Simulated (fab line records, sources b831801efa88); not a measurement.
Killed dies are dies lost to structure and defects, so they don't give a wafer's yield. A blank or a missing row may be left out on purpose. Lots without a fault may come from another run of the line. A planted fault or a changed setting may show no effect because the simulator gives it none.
A struck lot beside a sound one | flow sky130 | 17 steps out of a route of 708
Sound: wafers L591.3, L591.4, L591.6. Struck: wafers L597.2, L597.3, L597.6. The cause comes at the end.
At each step with rows: each side's tool, then ch and its chambers, then its first start. Under that, the readings that differ: sound wafers | struck wafers | difference of the means | sigmas: that difference in standard deviations of wafers without a fault.
alike: readings whose means differ by less than 2 such deviations, and words and numbers that are the same on both sides. not compared: withheld readings, readings that some wafer has no value for, bounds like >300 that may hide the same value, and numbers for which the record gives no deviation and whose values overlap.
The two part at a step that has a row with sigmas, a row that says differs or no value, or rows on one side only. Numbers that don't overlap but have no deviation are shown without sigmas and don't part them. A reading that every wafer of one side lacks parts them only if that side has two wafers or more.

first, 4 steps without rows for these wafers: SKY_FIELD_ISO_WET_ETCH_29 (etches Si3N4 in H3PO4, target depth 160 nm, time 1825 s); SKY_FIELD_ISO_WET_ETCH_30 (etches SiO2 in dHF, target depth 25 nm, time 50 s); SKY_NWELL_CLEAN_00 (cleans in SC1/SC2, time 150 s); SKY_NWELL_OXIDATION_01 (stabilise 600 s, purge 300 s, target thk 10 nm).
SKY_NWELL_THK_MEAS_02:
  sound on film_metro-02, day 4 20:43; struck on film_metro-04, day 6 08:44
  alike: NWELL_OXIDATION_THK
then, 7 steps without rows for these wafers: SKY_DNWELL_DEHYDRATE_00 (time 60 s); SKY_DNWELL_HMDS_01 (prime time 60 s); SKY_DNWELL_COAT_02 (resist thk 3000 nm); SKY_DNWELL_SOFTBAKE_03; SKY_DNWELL_EXPOSE_04 (exposes mask DNM, target cd 3000 nm); SKY_DNWELL_PEB_05; SKY_DNWELL_DEVELOP_06 (develop time 60 s).
SKY_DNWELL_IMPLANT_07:
  sound on implanter-04 ch 0, day 5 14:04; struck on implanter-04 ch 0, day 7 03:23
  alike: end_station_pressure_torr
SKY_DNWELL_STRIP_08: strips in O2/N2.
  sound on plasma_asher-01 ch 0,1, day 5 14:12; struck on plasma_asher-01 ch 0,1, day 7 03:30
  alike: drypump_motor_current_A, oes_product_au, strip_time_to_endpoint_s
  not compared: rf_hours_counter_h
SKY_DNWELL_TW_MEAS_09:
  sound on film_metro-02, day 5 14:17; struck on film_metro-04, day 7 03:37
  reading   | sound          | struck         | difference | sigmas
  DNWELL_TW | 1121 1124 1124 | 1400 1395 1399 | +275       | +31
then, 1 step without rows for these wafers: SKY_PWDE_DEHYDRATE_00 (time 60 s).
-- the record jumps here: 43 days lie between the struck wafers' starts before and after (it left off in module PWDE and takes up again in module PAD_OPEN, whose first step shown is number 708 of the route) --
SKY_PAD_OPEN_PROBE_99:
  sound on prober-01, day 48 18:19; struck on prober-01, day 50 01:35
  reading                                    | sound             | struck            | difference | sigmas
  model.etest.res_deep_nwell.rs_ohm_sq       | 2189 2190 2205    | 1227 1226 1216    | -972       |
  model.etest.res_deep_nwell.line_ohm_um     | 731.9 734.1 734.2 | 405.2 407.2 409.3 | -326.2     |
  model.etest.res_pwde_under_gate.rs_ohm_sq  | 6190 6124 6154    | 6507 6493 6443    | +325       |
  model.etest.res_pwell_under_gate.rs_ohm_sq | 2278 2279 2252    | 2307 2347 2356    | +67        |
  alike: killed_at_M0_to_M3, killed_at_M4_up, killed_at_contacts, killed_at_front_end, killed_at_other, killed_dies, killed_open, killed_short
  not compared: model.etest.res_deep_nwell.rs_ohm_sq_range

WHERE THEY PART
Only at SKY_DNWELL_TW_MEAS_09, within this record. Later steps at which nothing parts them and some readings are alike: SKY_PAD_OPEN_PROBE_99.

WHY: what the simulator had put in
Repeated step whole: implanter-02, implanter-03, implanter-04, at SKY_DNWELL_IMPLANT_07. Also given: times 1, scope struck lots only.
